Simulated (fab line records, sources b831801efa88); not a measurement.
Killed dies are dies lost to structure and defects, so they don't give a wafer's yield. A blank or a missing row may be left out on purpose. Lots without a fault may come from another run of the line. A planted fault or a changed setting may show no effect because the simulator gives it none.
A struck lot beside a sound one | flow sky130 | 16 steps out of a route of 708
Sound: wafers L235.1, L235.2, L235.3. Struck: wafer L254.1. (L254.3, L254.6 of the same lot were not struck and are left out.) The cause comes at the end.
At each step with rows: each side's tool, then ch and its chambers, then its first start. Under that, the readings that differ: sound wafers | struck wafers | difference of the means | sigmas: that difference in standard deviations of wafers without a fault.
alike: readings whose means differ by less than 2 such deviations, and words and numbers that are the same on both sides. not compared: withheld readings, readings that some wafer has no value for, bounds like >300 that may hide the same value, and numbers for which the record gives no deviation and whose values overlap.
The two part at a step that has a row with sigmas, a row that says differs or no value, or rows on one side only. Numbers that don't overlap but have no deviation are shown without sigmas and don't part them. A reading that every wafer of one side lacks parts them only if that side has two wafers or more.

SKY_VIA3_CMP_02: polishes SiO2.
  sound on cmp-02 ch 1,2,3, day 38 12:15; struck on cmp-02 ch 0, day 44 01:37
  reading                 | sound             | struck | difference | sigmas
  head_pressure_psi (psi) | 3.999 4.002 4.000 | 4.018  | +0.018     | +2
  alike: motor_current_A, slurry_filter_dp_kPa
SKY_VIA3_BOW_MEAS_03:
  sound on film_metro-04, day 38 12:33; struck on film_metro-04, day 44 01:52
  alike: VIA3_BOW
then, 8 steps without rows for these wafers: SKY_VIA3_DEHYDRATE_04 (time 60 s); SKY_VIA3_HMDS_05 (prime time 60 s); SKY_VIA3_COAT_06 (resist thk 60 nm); SKY_VIA3_COAT_07 (resist thk 450 nm); SKY_VIA3_SOFTBAKE_08 (time 90 s); SKY_VIA3_EXPOSE_09 (exposes mask VIM3, target cd 200 nm); SKY_VIA3_PEB_10; SKY_VIA3_DEVELOP_11 (develop time 60 s).
SKY_VIA3_CD_MEAS_12: target cd 200 nm.
  sound on cd_sem-01, day 39 14:46; struck on cd_sem-01, day 44 23:56
  alike: cd_nm
SKY_VIA3_OVL_MEAS_13:
  sound on overlay-01, day 39 14:53; struck on overlay-01, day 45 00:03
  alike: VIA3_OVL
SKY_VIA3_ETCH_14: etches BARC in N2/H2, stops on SiO2, time 45.9 s, target depth 60 nm.
  sound on rie_diel-03 ch 0,1,2, day 39 14:56; struck on rie_diel-04 ch 0, day 45 00:05
  reading                                     | sound             | struck | difference | sigmas
  rf_fwd_power_W (W)                          | 495.2 497.1 498.7 | 573.4  | +76.4      | +40
  model.KrF-thick_of_VIA3_COAT_07.thk_nm (nm) | 393.5 393.8 393.4 | 389.8  | -3.8       |
  alike: chamber_pressure_mTorr, drypump_motor_current_A, oes_product_au, throttle_valve_pct
  not compared: rf_hours_counter_h
SKY_VIA3_ETCH_15: etches SiO2 in C4F8/O2/Ar, stops on TiN, target depth 507 nm, time 78 s.
  sound on rie_diel-03 ch 0,1,2, day 39 14:58; struck on rie_diel-04 ch 0, day 45 00:08
  reading                                     | sound             | struck | difference | sigmas
  model.KrF-thick_of_VIA3_COAT_07.thk_nm (nm) | 291.5 292.6 290.9 | 288.8  | -2.9       |
  alike: chamber_pressure_mTorr, oes_product_au, rf_fwd_power_W
  not compared: rf_hours_counter_h
SKY_VIA3_STRIP_16: strips in O2/N2.
  sound on plasma_asher-04 ch 0,1, day 39 15:02; struck on plasma_asher-02 ch 0, day 45 00:11
  alike: chamber_pressure_mTorr, drypump_motor_current_A, oes_product_au, strip_time_to_endpoint_s
  not compared: rf_hours_counter_h
then, 1 step without rows for these wafers: SKY_VIA3_STRIP_17 (strips in post etch residue remover, time 1200 s).

WHERE THEY PART
First at SKY_VIA3_CMP_02; last, within this record, at SKY_VIA3_ETCH_14. Later steps at which nothing parts them and some readings are alike: SKY_VIA3_ETCH_15, SKY_VIA3_STRIP_16.

WHY: what the simulator had put in
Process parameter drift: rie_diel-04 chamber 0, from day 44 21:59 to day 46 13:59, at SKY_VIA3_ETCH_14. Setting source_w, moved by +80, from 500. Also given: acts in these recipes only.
